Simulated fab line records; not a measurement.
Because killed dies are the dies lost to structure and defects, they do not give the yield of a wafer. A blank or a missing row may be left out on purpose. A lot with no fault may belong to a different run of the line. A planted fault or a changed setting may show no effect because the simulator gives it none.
fab line records :: flow sky130
record:
  lots: 6
  wafers: 18
  lastDay: 50
route steps=708 shown POLY_GATE@235 LDD_N@237 PAD_OPEN@708
lots untouched by any fault: they come from a run of this same line in which no faults occurred
startH: hours from the record's opening day to when the first of the lot's shown wafers began :: waitH: hours elapsed since this lot's preceding step :: " repeats the value in the row above :: L1.1+2: several wafers, shown together as one row :: - no value, or no start given :: * or withheld: withheld :: < > ~ a bound
route shown NAME@n: NAME is a module with steps in the file, n the number in the route of the first one :: usual: mean and standard deviation over wafers with no fault :: same: alike in all rows :: chamber/n: place in a boat :: sites: each site's reading :: _std_site: how widely they spread, as a standard deviation :: _edge_site: the outer-site mean with the inner-site mean subtracted :: radiusMm: for every site, how far away it sits from the centre of the wafer :: mask NAME#n: copy n :: behind: the last tool/chamber to shape the wafer :: hold: cause of the lot's hold/its duration in hours/its outcome :: device: the n, p or np transistor that did not switch :: end of line: tests run on the same wafers once the route is complete :: a step without rows: its recipe alone :: killed: dies that structure and defects cost at the first sort, which is not the same as the wafer's yield :: map: dies across one wafer; x = killed, . = not, _ = none there
set.NAME: the setting that was run; set.NAME@STEP: the one run at that earlier step :: model.NAME: the simulator's own value behind a step, which no gauge read
lots seen at some steps along the route; tables by step, rows by wafer
services: from which hour (startH, from the record's first day; less than 0 if before it) a tool's chamber was out of use, for how many hours, and why
== steps ==
step: SKY_POLY_GATE_THK_MEAS_21
recipe:
  reads: SiO2_of_POLY_GATE_OXIDATION_20
usual:
  POLY_GATE_OXIDATION_THK: 4.01/0.088
lot.wafer: L441.1
tool: filmMetro-03
chamber: -
startH: 411.80
waitH: 0.0
POLY_GATE_OXIDATION_THK[nm]: 4.02

lot.wafer: L441.3
tool: filmMetro-03
chamber: -
startH: 411.80
waitH: 0.0
POLY_GATE_OXIDATION_THK[nm]: 4.02

lot.wafer: L441.4
tool: filmMetro-03
chamber: -
startH: 411.80
waitH: 0.0
POLY_GATE_OXIDATION_THK[nm]: 4.07

lot.wafer: L449.1
tool: filmMetro-04
chamber: -
startH: 487.62
waitH: 0.0
POLY_GATE_OXIDATION_THK[nm]: 4.10

lot.wafer: L449.2
tool: filmMetro-04
chamber: -
startH: 487.62
waitH: 0.0
POLY_GATE_OXIDATION_THK[nm]: 3.99

lot.wafer: L449.6
tool: filmMetro-04
chamber: -
startH: 487.62
waitH: 0.0
POLY_GATE_OXIDATION_THK[nm]: 4.10

lot.wafer: L454.3
tool: filmMetro-02
chamber: -
startH: 537.47
waitH: 0.0
POLY_GATE_OXIDATION_THK[nm]: 4.05

lot.wafer: L454.4
tool: filmMetro-02
chamber: -
startH: 537.47
waitH: 0.0
POLY_GATE_OXIDATION_THK[nm]: 4.00

lot.wafer: L454.6
tool: filmMetro-02
chamber: -
startH: 537.47
waitH: 0.0
POLY_GATE_OXIDATION_THK[nm]: 4.02

lot.wafer: L456.2
tool: filmMetro-03
chamber: -
startH: 548.93
waitH: 0.0
POLY_GATE_OXIDATION_THK[nm]: 3.93

lot.wafer: L456.3
tool: filmMetro-03
chamber: -
startH: 548.93
waitH: 0.0
POLY_GATE_OXIDATION_THK[nm]: 3.93

lot.wafer: L456.4
tool: filmMetro-03
chamber: -
startH: 548.93
waitH: 0.0
POLY_GATE_OXIDATION_THK[nm]: 3.96

lot.wafer: L458.1
tool: filmMetro-03
chamber: -
startH: 564.20
waitH: 0.0
POLY_GATE_OXIDATION_THK[nm]: 4.10

lot.wafer: L458.3
tool: filmMetro-03
chamber: -
startH: 564.20
waitH: 0.0
POLY_GATE_OXIDATION_THK[nm]: 4.05

lot.wafer: L458.6
tool: filmMetro-03
chamber: -
startH: 564.20
waitH: 0.0
POLY_GATE_OXIDATION_THK[nm]: 4.01

lot.wafer: L459.2
tool: filmMetro-02
chamber: -
startH: 571.39
waitH: 0.0
POLY_GATE_OXIDATION_THK[nm]: 3.97

lot.wafer: L459.3
tool: filmMetro-02
chamber: -
startH: 571.39
waitH: 0.0
POLY_GATE_OXIDATION_THK[nm]: 4.00

lot.wafer: L459.4
tool: filmMetro-02
chamber: -
startH: 571.39
waitH: 0.0
POLY_GATE_OXIDATION_THK[nm]: 3.98
step: SKY_POLY_GATE_CD_MEAS_22
usual:
  cdNm: 149.4/2.6
lot.wafer: L441.1
tool: cdSem-01
chamber: -
startH: 411.86
waitH: 0.1
cdNm: 149.1

lot.wafer: L441.3
tool: cdSem-01
chamber: -
startH: 411.86
waitH: 0.1
cdNm: 144.9

lot.wafer: L441.4
tool: cdSem-01
chamber: -
startH: 411.86
waitH: 0.1
cdNm: 147.9

lot.wafer: L449.1
tool: cdSem-01
chamber: -
startH: 487.68
waitH: 0.1
cdNm: 145.1

lot.wafer: L449.2
tool: cdSem-01
chamber: -
startH: 487.68
waitH: 0.1
cdNm: 151.1

lot.wafer: L449.6
tool: cdSem-01
chamber: -
startH: 487.68
waitH: 0.1
cdNm: 142.9

lot.wafer: L454.3
tool: cdSem-02
chamber: -
startH: 537.57
waitH: 0.1
cdNm: 150.3

lot.wafer: L454.4
tool: cdSem-02
chamber: -
startH: 537.57
waitH: 0.1
cdNm: 154.5

lot.wafer: L454.6
tool: cdSem-02
chamber: -
startH: 537.57
waitH: 0.1
cdNm: 151.6

lot.wafer: L456.2
tool: cdSem-02
chamber: -
startH: 549.01
waitH: 0.1
cdNm: 149.5

lot.wafer: L456.3
tool: cdSem-02
chamber: -
startH: 549.01
waitH: 0.1
cdNm: 151.6

lot.wafer: L456.4
tool: cdSem-02
chamber: -
startH: 549.01
waitH: 0.1
cdNm: 150.5

lot.wafer: L458.1
tool: cdSem-01
chamber: -
startH: 564.26
waitH: 0.1
cdNm: 146.6

lot.wafer: L458.3
tool: cdSem-01
chamber: -
startH: 564.26
waitH: 0.1
cdNm: 150.5

lot.wafer: L458.6
tool: cdSem-01
chamber: -
startH: 564.26
waitH: 0.1
cdNm: 144.6

lot.wafer: L459.2
tool: cdSem-02
chamber: -
startH: 571.47
waitH: 0.1
cdNm: 147.3

lot.wafer: L459.3
tool: cdSem-02
chamber: -
startH: 571.47
waitH: 0.1
cdNm: 146.4

lot.wafer: L459.4
tool: cdSem-02
chamber: -
startH: 571.47
waitH: 0.1
cdNm: 147.4
step: SKY_LDD_N_DEHYDRATE_00
recipe:
  tempC: 200
  timeS: 60
step: SKY_LDD_N_HMDS_01
recipe:
  primeTimeS: 60
  primeTempC: 120
step: SKY_LDD_N_COAT_02
recipe:
  resist: NOVOLAK
  spinRpm: 3000
  resistThkNm: 300
step: SKY_LDD_N_SOFTBAKE_03
recipe:
  tempC: 90
  timeS: 60
  resist: NOVOLAK
step: SKY_LDD_N_EXPOSE_04
recipe:
  maskId: NTM
  targetCdNm: 840
  na: 0.6
  sourceShape: conventional
  sigmaOuter: 0.6
  doseMj: 110
step: SKY_LDD_N_PEB_05
recipe:
  tempC: withheld
  timeS: *
  resist: NOVOLAK
step: SKY_LDD_N_DEVELOP_06
recipe:
  developTimeS: 60
  devTempC: 23
step: SKY_LDD_N_OVL_MEAS_07
usual:
  LDD_N_OVL: -0.8/1.1
lot.wafer: L441.1
tool: overlay-02
chamber: -
startH: 441.78
waitH: 0.1
LDD_N_OVL[nm]: 0.6

lot.wafer: L441.3
tool: overlay-02
chamber: -
startH: 441.78
waitH: 0.1
LDD_N_OVL[nm]: -0.2

lot.wafer: L441.4
tool: overlay-02
chamber: -
startH: 441.78
waitH: 0.1
LDD_N_OVL[nm]: -0.3

lot.wafer: L449.1
tool: overlay-01
chamber: -
startH: 518.50
waitH: 0.1
LDD_N_OVL[nm]: -2.2

lot.wafer: L449.2
tool: overlay-01
chamber: -
startH: 518.50
waitH: 0.1
LDD_N_OVL[nm]: -0.9

lot.wafer: L449.6
tool: overlay-01
chamber: -
startH: 518.50
waitH: 0.1
LDD_N_OVL[nm]: -0.3

lot.wafer: L454.3
tool: overlay-02
chamber: -
startH: 567.29
waitH: 0.1
LDD_N_OVL[nm]: 0.2

lot.wafer: L454.4
tool: overlay-02
chamber: -
startH: 567.29
waitH: 0.1
LDD_N_OVL[nm]: -0.9

lot.wafer: L454.6
tool: overlay-02
chamber: -
startH: 567.29
waitH: 0.1
LDD_N_OVL[nm]: -1.6

lot.wafer: L456.2
tool: overlay-02
chamber: -
startH: 578.23
waitH: 0.1
LDD_N_OVL[nm]: 0.5

lot.wafer: L456.3
tool: overlay-02
chamber: -
startH: 578.23
waitH: 0.1
LDD_N_OVL[nm]: 0.2

lot.wafer: L456.4
tool: overlay-02
chamber: -
startH: 578.23
waitH: 0.1
LDD_N_OVL[nm]: -1.3

lot.wafer: L458.1
tool: overlay-02
chamber: -
startH: 593.30
waitH: 0.1
LDD_N_OVL[nm]: -0.2

lot.wafer: L458.3
tool: overlay-02
chamber: -
startH: 593.30
waitH: 0.1
LDD_N_OVL[nm]: 0.3

lot.wafer: L458.6
tool: overlay-02
chamber: -
startH: 593.30
waitH: 0.1
LDD_N_OVL[nm]: -0.9

lot.wafer: L459.2
tool: overlay-01
chamber: -
startH: 600.75
waitH: 0.1
LDD_N_OVL[nm]: -0.6

lot.wafer: L459.3
tool: overlay-01
chamber: -
startH: 600.75
waitH: 0.1
LDD_N_OVL[nm]: -0.1

lot.wafer: L459.4
tool: overlay-01
chamber: -
startH: 600.75
waitH: 0.1
LDD_N_OVL[nm]: -0.1
step: SKY_LDD_N_IMPLANT_08
recipe:
  species: As
  energyKev: 20
  doseCm2: 7.5e+13
  tiltDeg: withheld
  rotationDeg: 23
step: SKY_LDD_N_IMPLANT_09
recipe:
  species: As
  energyKev: 20
  doseCm2: 7.5e+13
  tiltDeg: withheld
  rotationDeg: 113
step: SKY_LDD_N_IMPLANT_10
recipe:
  species: As
  energyKev: 20
  doseCm2: 7.5e+13
  tiltDeg: withheld
  rotationDeg: 203
usual:
  endStationPressureTorr: 5.38e-06/2.8e-07
  rotationDeg: 203.00/0.042
lot.wafer: L441.1
tool: implanter-01
chamber: 0
startH: 442.11
waitH: 0.1
endStationPressureTorr: 5.44e-06
rotationDeg: 202.98

lot.wafer: L441.3
tool: implanter-01
chamber: 0
startH: 442.11
waitH: 0.1
endStationPressureTorr: 5.69e-06
rotationDeg: 202.95

lot.wafer: L441.4
tool: implanter-01
chamber: 0
startH: 442.11
waitH: 0.1
endStationPressureTorr: 5.29e-06
rotationDeg: 203.02

lot.wafer: L449.1
tool: implanter-03
chamber: 0
startH: 518.83
waitH: 0.1
endStationPressureTorr: 5.5e-06
rotationDeg: 202.95

lot.wafer: L449.2
tool: implanter-03
chamber: 0
startH: 518.83
waitH: 0.1
endStationPressureTorr: 5.52e-06
rotationDeg: 202.98

lot.wafer: L449.6
tool: implanter-03
chamber: 0
startH: 518.83
waitH: 0.1
endStationPressureTorr: 5.45e-06
rotationDeg: 202.96

lot.wafer: L454.3
tool: implanter-01
chamber: 0
startH: 567.66
waitH: 0.1
endStationPressureTorr: 5.06e-06
rotationDeg: 275.54

lot.wafer: L454.4
tool: implanter-01
chamber: 0
startH: 567.66
waitH: 0.1
endStationPressureTorr: 5.03e-06
rotationDeg: 275.61

lot.wafer: L454.6
tool: implanter-01
chamber: 0
startH: 567.66
waitH: 0.1
endStationPressureTorr: 5.93e-06
rotationDeg: 275.61

lot.wafer: L456.2
tool: implanter-01
chamber: 0
startH: 578.59
waitH: 0.1
endStationPressureTorr: 5.63e-06
rotationDeg: 275.61

lot.wafer: L456.3
tool: implanter-01
chamber: 0
startH: 578.59
waitH: 0.1
endStationPressureTorr: 5.22e-06
rotationDeg: 275.59

lot.wafer: L456.4
tool: implanter-01
chamber: 0
startH: 578.59
waitH: 0.1
endStationPressureTorr: 5.73e-06
rotationDeg: 275.61

lot.wafer: L458.1
tool: implanter-02
chamber: 0
startH: 593.63
waitH: 0.1
endStationPressureTorr: 5.54e-06
rotationDeg: 203.02

lot.wafer: L458.3
tool: implanter-02
chamber: 0
startH: 593.63
waitH: 0.1
endStationPressureTorr: 4.68e-06
rotationDeg: 203.03

lot.wafer: L458.6
tool: implanter-02
chamber: 0
startH: 593.63
waitH: 0.1
endStationPressureTorr: 5.72e-06
rotationDeg: 202.98

lot.wafer: L459.2
tool: implanter-02
chamber: 0
startH: 601.11
waitH: 0.1
endStationPressureTorr: 5.67e-06
rotationDeg: 203.02

lot.wafer: L459.3
tool: implanter-02
chamber: 0
startH: 601.11
waitH: 0.1
endStationPressureTorr: 5.27e-06
rotationDeg: 203.05

lot.wafer: L459.4
tool: implanter-02
chamber: 0
startH: 601.11
waitH: 0.1
endStationPressureTorr: 5.49e-06
rotationDeg: 202.95
step: SKY_LDD_N_IMPLANT_11
recipe:
  species: As
  energyKev: 20
  doseCm2: 7.5e+13
  tiltDeg: withheld
  rotationDeg: 293
step: SKY_PAD_OPEN_PROBE_99
usual:
  killed_at_M0_to_M3: 44/6
  killed_at_M4_up: 2.9/1.5
  killedAtContacts: 24/4.9
  killedAtFrontEnd: 16/4.3
  killedAtOther: 0.3/0.54
  killedDies: 87/8.7
  killedOpen: 48/6.7
  killedShort: 39/5.9
same:
  grossDies: 492
  killedAtBackSide: 0
lot.wafer: L441.1
tool: prober-02
chamber: -
startH: 1103.43
waitH: 0.1
killed_at_M0_to_M3: 59
killed_at_M4_up: 5
killedAtContacts: 18
killedAtFrontEnd: 21
killedAtOther: 0
killedDies: 103
killedOpen: 56
killedShort: 47

lot.wafer: L441.3
tool: prober-02
chamber: -
startH: 1103.53
waitH: 0.2
killed_at_M0_to_M3: 39
killed_at_M4_up: 1
killedAtContacts: 25
killedAtFrontEnd: 17
killedAtOther: 0
killedDies: 82
killedOpen: 43
killedShort: 38

lot.wafer: L441.4
tool: prober-02
chamber: -
startH: 1103.58
waitH: 0.2
killed_at_M0_to_M3: 35
killed_at_M4_up: 2
killedAtContacts: 29
killedAtFrontEnd: 14
killedAtOther: 1
killedDies: 81
killedOpen: 45
killedShort: 36

lot.wafer: L449.1
tool: prober-01
chamber: -
startH: 1152.17
waitH: 0.1
killed_at_M0_to_M3: 50
killed_at_M4_up: 2
killedAtContacts: 27
killedAtFrontEnd: 27
killedAtOther: 0
killedDies: 106
killedOpen: 60
killedShort: 46

lot.wafer: L449.2
tool: prober-01
chamber: -
startH: 1152.22
waitH: 0.1
killed_at_M0_to_M3: 44
killed_at_M4_up: 5
killedAtContacts: 20
killedAtFrontEnd: 18
killedAtOther: 0
killedDies: 87
killedOpen: 51
killedShort: 36

lot.wafer: L449.6
tool: prober-01
chamber: -
startH: 1152.42
waitH: 0.2
killed_at_M0_to_M3: 36
killed_at_M4_up: 4
killedAtContacts: 21
killedAtFrontEnd: 19
killedAtOther: 0
killedDies: 80
killedOpen: 42
killedShort: 38
killed by level:class
L441.1 VIA2:geometricParticle:open=11 METAL1:geometricParticle:short=11 VIA1:geometricParticle:open=11 VIA3:geometricParticle:open=11 FIELD_ISO:geometricParticle:open=7 LI_CONTACT:geometricParticle:open=5 CONTACT:geometricParticle:short=5 METAL2:geometricParticle:short=5
L441.3 LI_CONTACT:geometricParticle:open=7 VIA1:geometricParticle:open=7 CONTACT:geometricParticle:short=6 CONTACT:geometricParticle:open=6 METAL1:geometricParticle:short=6 VIA3:geometricParticle:open=6 FIELD_ISO:geometricParticle:open=5 LOCAL_INTERCONNECT:geometricParticle:short=5
L441.4 LI_CONTACT:geometricParticle:open=12 VIA3:geometricParticle:open=8 CONTACT:geometricParticle:open=7 VIA1:geometricParticle:open=6 METAL1:geometricParticle:short=6 POLY_GATE:geometricParticle:short=5 LOCAL_INTERCONNECT:geometricParticle:short=5 FIELD_ISO:geometricParticle:short=4
L449.1 VIA1:geometricParticle:open=11 POLY_GATE:geometricParticle:open=9 CONTACT:geometricParticle:open=9 VIA3:geometricParticle:open=8 VIA2:geometricParticle:open=8 LI_CONTACT:geometricParticle:open=7 METAL1:geometricParticle:short=7 LOCAL_INTERCONNECT:geometricParticle:short=6
L449.2 VIA1:geometricParticle:open=16 CONTACT:geometricParticle:open=8 METAL2:geometricParticle:short=6 VIA2:geometricParticle:open=6 VIA3:geometricParticle:open=6 POLY_GATE:geometricParticle:short=5 FIELD_ISO:geometricParticle:short=4 LI_CONTACT:geometricParticle:open=4
L449.6 FIELD_ISO:geometricParticle:open=7 CONTACT:geometricParticle:open=7 LI_CONTACT:geometricParticle:open=7 VIA3:geometricParticle:open=7 FIELD_ISO:geometricParticle:short=5 LOCAL_INTERCONNECT:geometricParticle:short=5 VIA1:geometricParticle:open=5 VIA2:geometricParticle:open=5
== services ==
tool: implanter-03
chamber: -
startH: 432.40
hours: 10.2
kind: pm

tool: implanter-03
chamber: -
startH: 532.57
hours: 1.0
kind: repair

tool: implanter-01
chamber: -
startH: 553.32
hours: 4.5
kind: repair

tool: implanter-03
chamber: -
startH: 580.42
hours: 1.7
kind: repair
== key ==
firstSign:
  step: SKY_LDD_N_IMPLANT_10
  reading: rotationDeg
  direction: up
  sigmas: 99+
  usual: 203.00
  struck: 275.60
effect none on later readings
metAt SKY_LDD_N_IMPLANT_10
struckWafers L454.3,L454.4,L454.6,L456.2,L456.3,L456.4
testerLeftOut L454,L456
onsetBetween 442.11 567.66
fault:
  kind: processParameterDrift
  tool: implanter-01
  chamber: -
  onsetH: 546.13
  steps: SKY_LDD_N_IMPLANT_10
  channel: rotationDeg
  offset: 72.601
  shape: step
  endH: 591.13
  actsIn: theseRecipesOnly
  stated: 203
testerLeftOut: of these lots the tester's yield and bins aren't shown, on N5 and GAA mostly nor the transistor test; their killed dies are dies lost to structure and defects alone, not to doping, threshold or leakage, so they don't give the yield
